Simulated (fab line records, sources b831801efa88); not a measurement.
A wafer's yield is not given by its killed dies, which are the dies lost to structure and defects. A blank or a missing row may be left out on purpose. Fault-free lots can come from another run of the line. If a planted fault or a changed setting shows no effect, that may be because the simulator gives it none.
Problem report, 8D (eight disciplines) form, completed by code | flow sky130 | the parts of the form that need people (team, actions taken, sign-off) are left out

== 1. PROBLEM STATEMENT ==
Mean of oes-product-au at SKY_VIA2_ETCH_14: 0.715 a.u. across 3 wafers in 2 lots; on wafers with no fault it is 0.855 a.u. (standard deviation 0.0049). That puts it -29 standard deviations away from the usual mean.
The step: etches BARC in N2/H2, stops on SiO2, time 45.9 s, target depth 60 nm.
Seen first at day 38 19:20 on rie-diel-01, wafer L544.4. The record holds 42 wafers of 14 lots with a number at this step. Rule for "out", or "out of limits": more than 4 standard deviations from the usual mean. All remaining wafers that have a number are taken as sound.

== 2. WHAT IT IS; WHAT IT IS NOT ==
question                    | is                     | is not
which readings at this step | oes-product-au         | drypump-motor-current-A
which lots                  | L544, L546             | L538, L539, L541, L542, L543, L545, L549, L551, L554, L557, L558, L559
which wafers of those lots  | L544.4, L544.6, L546.3 | L544.5, L546.2, L546.5
read on which tools         | rie-diel-01            | rie-diel-02, rie-diel-04
when                        | from day 38 19:20      | up to then (16 sound wafers); but 23 sound wafers of L545, L546, L549, L551, L554, L557, L558, L559 came after

== 3. SUSPECTS, AND WHAT RULES EACH OUT ==
Counting: any tool at a process step up to the reading remains a suspect provided it ran every lot that is out. Sound lots after the first of them don't rule it out here, since some wafers of a struck lot are sound.
- plasma-asher-01 at SKY_POLY_GATE_STRIP_18 (strips in O2/N2): kept. It ran every lot that is out, first L544 (day 19 05:00); its last sound lot up to then is L543 (day 18 22:07).
- rie-diel-01 at SKY_VIA2_ETCH_14 (etches BARC in N2/H2, stops on SiO2, time 45.9 s, target depth 60 nm): kept. It ran every lot that is out, first L544 (day 38 19:20); its last sound lot up to then is L543 (day 38 12:06). Its own oes-product-au readings are out on those wafers.
The count leaves rie-diel-01 at SKY_VIA2_ETCH_14 and plasma-asher-01 at SKY_POLY_GATE_STRIP_18.

== 4. THE CAUSE (what the simulator had put in) ==
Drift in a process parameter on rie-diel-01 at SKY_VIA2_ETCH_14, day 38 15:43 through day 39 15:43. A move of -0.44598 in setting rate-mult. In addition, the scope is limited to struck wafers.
This tool is one of the 2 suspects left after counting.

== 5. THE EFFECT CHAIN, in route order ==
Each row: a reading where the mean over the struck wafers with a number is more than 3 standard deviations away from the usual. Only readings whose record carries a usual standard deviation are examined. hours: median over the lots of the time between each lot's start at the first step of this table that gives one and its start at this step. sigmas: the change, counted in usual standard deviations.
hours | step              | reading                  | usual      | on struck wafers | change | sigmas
0     | SKY_VIA2_ETCH_14  | oes-product-au           | 0.855 a.u. | 0.715            | -0.140 | -29
0     | SKY_VIA2_ETCH_15  | oes-product-au           | 0.939 a.u. | 0.377            | -0.562 | -99 or more
0     | SKY_VIA2_STRIP_16 | strip-time-to-endpoint-s | 4.04 s     | 4.26             | +0.22  | +5.9
It contains these process steps:
- SKY_VIA2_ETCH_14: etches BARC in N2/H2, stops on SiO2, time 45.9 s, target depth 60 nm.
- SKY_VIA2_ETCH_15: etches SiO2 in C4F8/O2/Ar, stops on TiN, target depth 546 nm, time 84 s.
- SKY_VIA2_STRIP_16: strips in O2/N2.

== 6. WHAT WOULD HAVE CAUGHT IT SOONER ==
The fault began at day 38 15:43; the first out-of-limits reading in this record came at day 38 19:20, 4 hours later.
